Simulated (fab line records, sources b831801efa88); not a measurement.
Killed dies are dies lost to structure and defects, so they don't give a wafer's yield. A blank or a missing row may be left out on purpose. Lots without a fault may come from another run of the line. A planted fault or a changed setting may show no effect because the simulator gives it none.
A struck lot beside a sound one | flow sky130 | 15 steps out of a route of 708
Sound: wafers L811.2, L811.3, L811.5. Struck: wafers L825.1, L825.3, L825.6. The cause comes at the end.
At each step with rows: each side's tool, then ch and its chambers, then its first start. Under that, the readings that differ: sound wafers | struck wafers | difference of the means | sigmas: that difference in standard deviations of wafers without a fault.
alike: readings whose means differ by less than 2 such deviations, and words and numbers that are the same on both sides. not compared: withheld readings, readings that some wafer has no value for, bounds like >300 that may hide the same value, and numbers for which the record gives no deviation and whose values overlap.
The two part at a step that has a row with sigmas, a row that says differs or no value, or rows on one side only. Numbers that don't overlap but have no deviation are shown without sigmas and don't part them. A reading that every wafer of one side lacks parts them only if that side has two wafers or more.

first, 5 steps without rows for these wafers: SKY_SONOS_TUNNEL_COAT_02 (resist thk 1140 nm); SKY_SONOS_TUNNEL_SOFTBAKE_03 (time 60 s); SKY_SONOS_TUNNEL_EXPOSE_04 (exposes mask TUNM, target cd 410 nm); SKY_SONOS_TUNNEL_PEB_05; SKY_SONOS_TUNNEL_DEVELOP_06 (develop time 60 s).
SKY_SONOS_TUNNEL_CD_MEAS_07: target cd 410 nm.
  sound on cd_sem-02, day 13 21:09; struck on cd_sem-01, day 18 16:10
  alike: cd_nm
SKY_SONOS_TUNNEL_OVL_MEAS_08:
  sound on overlay-02, day 13 21:16; struck on overlay-02, day 18 16:17
  alike: SONOS_TUNNEL_OVL
then, 3 steps without rows for these wafers: SKY_SONOS_TUNNEL_IMPLANT_09; SKY_SONOS_TUNNEL_WET_ETCH_10 (etches SiO2 in dHF, target depth 14 nm, time 280 s); SKY_SONOS_TUNNEL_STRIP_11 (strips in SPM, time 600 s).
SKY_SONOS_TUNNEL_TW_MEAS_12:
  sound on film_metro-04, day 13 21:43; struck on film_metro-04, day 18 17:23
  alike: SONOS_TUNNEL_TW
then, 1 step without rows for these wafers: SKY_SONOS_TUNNEL_CLEAN_13 (cleans in dHF, time 20 s).
SKY_SONOS_ONO_OXIDATION_00: stabilise 600 s, purge 300 s, target thk 2.6 nm.
  sound on furnace-02 ch 0, day 13 22:50; struck on furnace-02 ch 0, day 18 19:11
  reading                                          | sound             | struck            | difference | sigmas
  spike_tc_centre_C (C)                            | 805.4 801.0 803.2 | 808.3 808.0 809.4 | +5.4       | +3
  spike_tc_top_C (C)                               | 814.4 813.5 814.0 | 820.8 821.4 822.3 | +7.5       | +8
  spike_tc_upper_C (C)                             | 800.4 799.4 800.4 | 760.2 759.5 762.1 | -39.5      | -42
  zone_power_upper_pct (%)                         | 14.9 14.8 15.0    | 1.8 1.9 1.9       | -13.0      | -15
  model.SiO2_of_SONOS_ONO_OXIDATION_00.thk_nm (nm) | 2.602 2.59 2.636  | 2.55 2.39 2.168   | -0.24      |
SKY_SONOS_ONO_THK_MEAS_01:
  sound on film_metro-01, day 14 00:11; struck on film_metro-01, day 18 20:32
  reading                      | sound          | struck         | difference | sigmas
  SONOS_ONO_OXIDATION_THK (nm) | 2.60 2.57 2.65 | 2.55 2.40 2.12 | -0.25      | -4
-- the record jumps here: 32 days lie between the struck wafers' starts before and after (it left off in module SONOS_ONO and takes up again in module PAD_OPEN, whose first step shown is number 708 of the route) --
SKY_PAD_OPEN_PROBE_99:
  sound on prober-01, day 48 05:38; struck on prober-02, day 51 01:56
  reading             | sound    | struck   | difference | sigmas
  killed_at_M0_to_M3  | 42 48 43 | 30 23 30 | -17        | -2
  killed_at_front_end | 13 16 11 | 29 13 27 | +10        | +2
  alike: killed_at_M4_up, killed_at_contacts, killed_at_other, killed_dies, killed_open, killed_short
  not compared: model.etest.sonos_erased.vt_v

WHERE THEY PART
First at SKY_SONOS_ONO_OXIDATION_00; last, within this record, at SKY_PAD_OPEN_PROBE_99.

WHY: what the simulator had put in
Process parameter drift: furnace-02, from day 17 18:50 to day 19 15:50, at SKY_SONOS_ONO_OXIDATION_00. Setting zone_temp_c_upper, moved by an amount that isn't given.
